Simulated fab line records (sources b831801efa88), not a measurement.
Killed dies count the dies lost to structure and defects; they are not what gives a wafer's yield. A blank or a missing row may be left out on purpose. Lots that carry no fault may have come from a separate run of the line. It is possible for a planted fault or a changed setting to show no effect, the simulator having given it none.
A struck lot beside a sound one	flow sky130	35 steps out of a route of 708
Sound: wafers L149.2, L149.3, L149.5. Struck: wafer L154.3. (L154.2, L154.6 of the same lot were not struck and are left out.) The cause comes at the end.
At each step with rows: each side's tool, then ch and its chambers, then its first start. Under that, the readings that differ: sound wafers	struck wafers	difference of the means	sigmas: that difference in standard deviations of wafers without a fault.
alike: words and numbers the same on both sides, and readings whose means are apart by under 2 such deviations; not compared: readings that were withheld, readings missing a value for some wafer, numbers with overlapping values and no deviation given by the record, and bounds like >300 which may hide the same value.
Wherever a step has rows on one side only, a row that says differs or no value, or a row with sigmas, the two part there. Numbers that have no deviation but don't overlap get no sigmas and don't part them. A reading that every wafer of one side lacks parts them only if that side has two wafers or more.

first, 10 steps without rows for these wafers: SKY_VIA1_STRIP_17 (strips in post etch residue remover, time 1200 s); SKY_VIA1_CLEAN_18 (cleans in IPA, time 180 s); SKY_VIA1_CLEAN_19 (cleans in O3/DIW); SKY_VIA1_SPUTTER_20 (material TiN, target thk 20 nm, time 80 s); SKY_VIA1_CVD_21 (deposits W, target thk 270 nm, time 80.902 s); SKY_VIA1_CMP_24 (polishes, stops on SiO2, t overpolish 15 s, target thk 0 nm); SKY_METAL2_SPUTTER_00 (material Ti, target thk 15 nm, time 10 s); SKY_METAL2_SPUTTER_01 (material TiN, target thk 20 nm, time 16.7 s); SKY_METAL2_SPUTTER_02 (material AlCu, target thk 250 nm, time 13.3 s); SKY_METAL2_SPUTTER_03 (material Ti, target thk 5 nm, time 3.3 s).
SKY_METAL2_SPUTTER_04: material TiN, target thk 70 nm, time 60.39 s.
  sound on pvd-sputter-04 at day 38 05:52; struck on pvd-sputter-03 at day 39 15:59
  alike: chamber-pressure-pa, throttle-valve-pct
then, 23 steps without rows for these wafers: SKY_METAL2_DEHYDRATE_07 (time 60 s); SKY_METAL2_HMDS_08 (prime time 60 s); SKY_METAL2_COAT_09 (resist thk 60 nm); SKY_METAL2_COAT_10 (resist thk 450 nm); SKY_METAL2_SOFTBAKE_11 (time 90 s); SKY_METAL2_EXPOSE_12 (exposes mask MM2, target cd 140 nm); SKY_METAL2_PEB_13; SKY_METAL2_DEVELOP_14 (develop time 57.98 s); SKY_METAL2_DESCUM_17 (chemistry O2, time 8 s); SKY_METAL2_ETCH_18 (etches BARC in N2/H2, stops on SiO2, time 45.9 s, target depth 60 nm); SKY_METAL2_METAL_ETCH_19 (etches the open film in Cl2/BCl3, stops on SiO2, target depth 360 nm, time 78 s); SKY_METAL2_STRIP_20 (strips in O2/N2); SKY_METAL2_STRIP_21 (strips in post etch residue remover, time 1200 s); SKY_METAL2_CLEAN_22 (cleans in IPA, time 180 s); SKY_METAL2_CLEAN_23 (cleans in O3/DIW); SKY_VIA2_HDPCVD_00 (deposits SiO2, target thk 1180 nm, time 196.7 s); SKY_VIA2_CMP_02 (polishes SiO2); SKY_VIA2_DEHYDRATE_04 (time 60 s); SKY_VIA2_HMDS_05 (prime time 60 s); SKY_VIA2_COAT_06 (resist thk 60 nm); SKY_VIA2_COAT_07 (resist thk 450 nm); SKY_VIA2_SOFTBAKE_08 (time 90 s); SKY_VIA2_EXPOSE_09 (exposes mask VIM2, target cd 200 nm).
-- the record jumps here: 10 days lie between the struck wafers' starts before and after (it left off in module VIA2 and takes up again in module PAD_OPEN, whose first step shown is number 708 of the route) --
SKY_PAD_OPEN_PROBE_99:
  sound on prober-01 at day 49 03:37; struck on prober-02 at day 50 00:24
reading	sound	struck	difference	sigmas
defect-limited-yield (%)	84.1 83.3 86.0	73.6	-10.9	-6
killed_at_M0_to_M3	28 37 42	81	+45	+6
killed-dies	78 82 69	130	+54	+6
sort_bin_3_pad_short (%)	0.6 0.4 0.4	3.5	+3.0	+7
sort_bin_5_function (%)	9.8 9.1 8.1	16.7	+7.7	+6
sort-n-pass	414 410 423	362	-54	-6
sort-yield-pct (%)	84.1 83.3 86.0	73.6	-10.9	-6
model.etest.tester.sort-n-pass	414 410 423	362	-54	
model.etest.tester.sort-yield-pct (%)	84.15 83.33 85.98	73.58	-10.91	
model.etest.tester.sort_bin_5_pct (%)	9.756 9.146 8.13	16.67	+7.66	
model.etest.tester.sort_bin_3_pct (%)	0.6098 0.4065 0.4065	3.455	+2.981	
  alike: killed_at_M4_up, killed-at-contacts, killed-at-front-end, killed-at-other, killed-open, killed-short, sort_bin_6_memory

## WHERE THEY PART
Only at SKY_PAD_OPEN_PROBE_99, as far as this record shows.

WHY: what the simulator had put in
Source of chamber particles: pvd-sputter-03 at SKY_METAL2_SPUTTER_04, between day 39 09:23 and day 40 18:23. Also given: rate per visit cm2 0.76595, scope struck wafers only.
